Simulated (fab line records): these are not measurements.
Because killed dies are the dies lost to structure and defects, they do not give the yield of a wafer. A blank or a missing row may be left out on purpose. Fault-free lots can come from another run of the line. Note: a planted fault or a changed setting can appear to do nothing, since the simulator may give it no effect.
Comparing a struck lot with a sound one / flow sky130 / 38 out of 708 route steps
Sound: wafers L815.2, L815.5, L815.6. The struck wafers were L819.2, L819.5, L819.6. The cause is named last.
Each step with rows lists, per side, the tool, then ch with its chambers, then its first start. Under that, the readings that differ: sound wafers / struck wafers / difference of the means / sigmas: that difference in standard deviations of wafers without a fault.
alike: a reading whose means differ by less than 2 such deviations, as well as words and numbers matching on both sides. not compared: withheld readings; readings where some wafer has no value; bounds like >300 that might hide an equal value; numbers whose values overlap and for which the record gives no deviation.
The two part at a step that has a row with sigmas, a row that says differs or no value, or rows on one side only. When numbers do not overlap yet have no deviation, they are printed without sigmas and do not part them. A reading that every wafer of one side lacks parts them only if that side has two wafers or more.

first, 9 steps without rows for these wafers: SKY_VIA3_SPUTTER_20 (material TiN, target thk 20 nm, time 80 s); SKY_VIA3_CVD_21 (deposits W, target thk 390 nm, time 117.31 s); SKY_VIA3_CMP_24 (polishes, stops on SiO2, t overpolish 20 s, target thk 0 nm); SKY_METAL4_SPUTTER_00 (material Ti, target thk 15 nm, time 10 s); SKY_METAL4_SPUTTER_01 (material TiN, target thk 20 nm, time 16.7 s); SKY_METAL4_SPUTTER_02 (material AlCu, target thk 735 nm, time 39.1 s); SKY_METAL4_SPUTTER_03 (material Ti, target thk 5 nm, time 3.3 s); SKY_METAL4_SPUTTER_04 (material TiN, target thk 70 nm, time 58.3 s); SKY_CAP2M_CVD_00 (deposits SiO2, target thk 15.5 nm).
SKY_CAP2M_SPUTTER_02: material TiN, target thk 200 nm, time 166.7 s.
  sound: pvd_sputter-02 at day 40 11:53; struck: pvd_sputter-02 at day 41 19:09
reading=model.TiN_of_CAP2M_SPUTTER_02.thk_nm (nm); sound=199.3 196.6 199.9; struck=209.8 207.7 212.4; difference=+11.4; sigmas=
  alike: chamber_pressure_pa, throttle_valve_pct
SKY_CAP2M_RS_MEAS_03: measures by four-point-probe.
  sound: film_metro-03 at day 40 12:01; struck: film_metro-02 at day 41 19:17
reading=CAP2M_TIN_RS (ohm/sq); sound=6.94 7.04 6.91; struck=6.56 6.63 6.49; difference=-0.40; sigmas=-5
SKY_CAP2M_THK_MEAS_04: measures by xrf.
  sound: film_metro-03 at day 40 12:07; struck: film_metro-02 at day 41 19:23
reading=CAP2M_TIN_THK (nm); sound=201.4 199.0 202.7; struck=210.1 208.5 213.3; difference=+9.6; sigmas=+4
then, 7 steps without rows for these wafers: SKY_CAP2M_DEHYDRATE_05 (time 60 s); SKY_CAP2M_HMDS_06 (prime time 60 s); SKY_CAP2M_COAT_07 (resist thk 1140 nm); SKY_CAP2M_SOFTBAKE_08 (time 60 s); SKY_CAP2M_EXPOSE_09 (exposes mask CAP2M, target cd 1000 nm); SKY_CAP2M_PEB_10; SKY_CAP2M_DEVELOP_11 (develop time 60 s).
SKY_CAP2M_METAL_ETCH_13: etches TiN in Cl2/BCl3, stops on SiO2, target depth 220 nm, time 62.9 s.
  sound on rie_metal-04 ch 0,1, day 41 12:07; struck on rie_metal-04 ch 0, day 42 18:32
reading=oes_product_au (a.u.); sound=0.942 0.924 0.933; struck=0.959 0.968 0.974; difference=+0.034; sigmas=+4
reading=throttle_valve_pct (%); sound=21.910 21.907 21.892; struck=21.879 21.895 21.871; difference=-0.021; sigmas=-2
  alike: drypump_motor_current_A
  not compared: rf_hours_counter_h
then, 16 steps without rows for these wafers: SKY_CAP2M_STRIP_14 (strips in O2/N2); SKY_CAP2M_STRIP_15 (strips in post etch residue remover, time 1200 s); SKY_CAP2M_CLEAN_16 (cleans in IPA, time 180 s); SKY_CAP2M_CLEAN_17 (cleans in O3/DIW); SKY_METAL4_DEHYDRATE_05 (time 60 s); SKY_METAL4_HMDS_06 (prime time 60 s); SKY_METAL4_COAT_07 (resist thk 60 nm); SKY_METAL4_COAT_08 (resist thk 1140 nm); SKY_METAL4_SOFTBAKE_09 (time 90 s); SKY_METAL4_EXPOSE_10 (exposes mask MM4, target cd 300 nm); SKY_METAL4_PEB_11; SKY_METAL4_DEVELOP_12 (develop time 60 s); SKY_METAL4_DESCUM_15 (chemistry O2, time 8 s); SKY_METAL4_ETCH_16 (etches BARC in N2/H2, stops on SiO2, time 88.2 s, target depth 60 nm); SKY_METAL4_ETCH_17 (etches SiO2 in C4F8/O2/Ar, stops on TiN, time 3.9 s, target depth 15 nm); SKY_METAL4_METAL_ETCH_18 (etches the open film in Cl2/BCl3, stops on SiO2, target depth 845 nm, time 183.1 s).
SKY_METAL4_STRIP_20: strips in post etch residue remover, time 1200 s.
  sound on wet_bench-03 ch 3, day 42 12:45; struck on wet_bench-02 ch 2, day 43 18:39
reading=model.TiN_of_CAP2M_SPUTTER_02.thk_nm (nm); sound=198.5 195.7 199; struck=209 206.8 211.6; difference=+11; sigmas=
-- the record jumps here: 4 days lie between the struck wafers' starts before and after (it left off in module METAL4 and takes up again in module PAD_OPEN, whose first step shown is number 708 of the route) --
SKY_PAD_OPEN_PROBE_99:
  sound: prober-01 at day 46 10:40; struck: prober-01 at day 47 12:54
reading=model.etest.cap_mim2.plate_ohm_sq; sound=5.975 6.119 6.016; struck=5.684 5.739 5.651; difference=-0.345; sigmas=
  alike: defect_limited_yield, killed_at_M0_to_M3, killed_at_M4_up, killed_at_contacts, killed_at_front_end, killed_at_other, killed_dies, killed_open, killed_short, sort_bin_3_pad_short, sort_bin_5_function, sort_bin_6_memory, sort_n_pass, sort_yield_pct

== WHERE THEY PART ==
At SKY_CAP2M_RS_MEAS_03 first; at SKY_CAP2M_METAL_ETCH_13 last (within this record only). Later steps at which nothing parts them and some readings are alike: SKY_PAD_OPEN_PROBE_99.

WHY: what the simulator had put in
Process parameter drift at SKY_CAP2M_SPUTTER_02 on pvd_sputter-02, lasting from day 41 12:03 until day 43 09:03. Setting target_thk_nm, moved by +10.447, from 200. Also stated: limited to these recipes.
